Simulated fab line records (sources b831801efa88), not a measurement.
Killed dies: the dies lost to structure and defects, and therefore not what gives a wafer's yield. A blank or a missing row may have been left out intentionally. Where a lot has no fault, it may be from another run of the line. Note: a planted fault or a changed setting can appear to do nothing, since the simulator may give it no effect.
Matching of chambers	flow gf180mcu	GF_CONTACT_CVD_02 on pecvd-03 has 3 sister chambers
The step deposits SiO2 from TEOS, target thk 860 nm, time 95.992 s. 14 wafers are shown with their chamber, then 6 later ones without.

== WAFERS WITH THEIR CHAMBER ==
wafer	chamber	heaterPowerW (W)
L519.4	0	609
L519.5	2	768
L519.6	1	687
L520.3	0	689
L520.4	1	620
L520.5	0	730
L529.3	0	674
L529.4	1	731
L529.5	2	642
L531.1	2	763
L531.3	0	706
L531.4	2	820
L532.3	0	640
L532.4	2	663

SIGNATURES, as means of the wafers listed above
reading	chamber 0	chamber 1	chamber 2	scatter within a chamber
heaterPowerW	674.67	679.33	731.20	59.4
Rule: for a wafer and a chamber, the distance is found by dividing, reading by reading, the gap between the wafer's reading and the chamber's mean by the reading's scatter, squaring, summing and taking the root. If the next closest chamber is less than 2 further off than the closest, the wafer can't be placed; otherwise it belongs to the closest. How the scatter is found: for the shown wafers, subtract from each reading the mean of its chamber, square and add these, divide the total by (wafers less chambers), then take the root.

== WAFERS WHOSE CHAMBER IS MISSING ==
wafer	heaterPowerW (W)
L532.5	729
L534.1	744
L534.2	814
L540.2	700
L540.4	729
L540.5	634

== THE CHAMBER EACH PASSED THROUGH ==
wafer	from the rows above	in truth
L532.5	can't be placed: 2 or 1 or 0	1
L534.1	can't be placed: 2 or 1 or 0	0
L534.2	can't be placed: 2 or 1 or 0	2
L540.2	can't be placed: 1 or 0 or 2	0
L540.4	can't be placed: 2 or 1 or 0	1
L540.5	can't be placed: 0 or 1 or 2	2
Placed correctly: 0 of 6. Can't be placed from these rows: 6 (the true chamber is among the candidates in 6). Number placed wrongly: 0.
